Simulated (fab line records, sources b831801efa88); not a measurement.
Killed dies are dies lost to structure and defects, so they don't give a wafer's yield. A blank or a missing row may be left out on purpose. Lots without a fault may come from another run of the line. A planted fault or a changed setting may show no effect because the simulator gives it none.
One fault seen from 2 desks | flow sfq_line | each desk has only its own numbers; what lay behind them comes last

THE METROLOGY DESK
What the gauges read, lot by lot, whatever tool the lot ran on: means of the sampled wafers that have a number. A lot is out of limits, marked OUT, if its mean lies more than 4 standard deviations from the usual mean; the brackets give that distance.
Columns: A = I3_BOW at SFQ_I3_BOW_MEAS_922, usual 3 um
lot  | first seen here | A
L914 | day 37 06:03    | 2
L915 | day 37 12:03    | -1
L916 | day 37 19:13    | -5
L917 | day 38 00:25    | 10
L918 | day 38 10:37    | -2
L921 | day 39 05:54    | 7
L922 | day 39 07:06    | -2
L923 | day 40 00:37    | -2
L925 | day 40 10:56    | 2
L926 | day 40 22:56    | -5
L929 | day 43 13:42    | 14
L933 | day 45 09:07    | 16
L935 | day 46 09:14    | 2
L936 | day 46 16:16    | 6
L937 | day 47 01:14    | -5
This desk's finding: nothing out of limits on any of the 15 lots.

THE TOOL OWNER'S DESK: rie_metal-03
The tool's own readings at SFQ_TRILAYER_M4_BARC_OPEN_METAL_ETCH_123 (etches BARC in O2, target depth 125 nm, time 41.7 s): means of the sampled wafers that have a number, for each lot that ran on this tool. A lot is out of limits, marked OUT, if its mean lies more than 4 standard deviations from the usual mean; the brackets give that distance.
Columns: A = drypump_motor_current_A at SFQ_TRILAYER_M4_BARC_OPEN_METAL_ETCH_123, usual 5.87 A; B = oes_product_au at SFQ_TRILAYER_M4_BARC_OPEN_METAL_ETCH_123, usual 0.685 a.u.; C = run_length_s at SFQ_TRILAYER_M4_BARC_OPEN_METAL_ETCH_123, usual 70.3 s
lot  | first seen here | A    | B                | C
L915 | day 44 21:37    | 5.72 | 0.688            | 70.0
L921 | day 46 03:15    | 5.73 | 0.682            | 70.2
L922 | day 46 05:39    | 5.75 | 0.690            | 69.9
L923 | day 46 20:20    | 5.74 | 0.681            | 71.0
L925 | day 47 10:47    | 5.78 | 0.671            | 71.7
L926 | day 47 19:11    | 5.72 | 0.665 (-4.7) OUT | 73.3 (+4.2) OUT
L929 | day 54 09:46    | 5.77 | 0.687            | 70.4
L935 | day 57 01:48    | 5.85 | 0.683            | 70.6
L936 | day 57 07:49    | 5.88 | 0.682            | 70.6
L937 | day 57 15:00    | 5.92 | 0.688            | 70.8
This desk's finding: out of limits on L926; first on L926, day 47 19:11 (oes_product_au at SFQ_TRILAYER_M4_BARC_OPEN_METAL_ETCH_123). In limits: L915, L921, L922, L923, L925, L929, L935, L936, L937.

PUT TOGETHER
The tool owner's desk could have raised an alarm at day 47 19:11, on L926.
The metrology desk saw nothing out of limits.
The metrology desk has L926 on record, within its limits.
Of the lots named, all ran SFQ_TRILAYER_M4_BARC_OPEN_METAL_ETCH_123 on rie_metal-03.

WHAT THE SIMULATOR HAD PUT IN
Process parameter drift: rie_metal-03, from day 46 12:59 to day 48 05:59, at SFQ_TRILAYER_M4_BARC_OPEN_METAL_ETCH_123. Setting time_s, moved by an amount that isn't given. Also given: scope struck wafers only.
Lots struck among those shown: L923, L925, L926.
Hours from the fault's start to each desk's first reading out of limits: the tool owner's desk, 30.
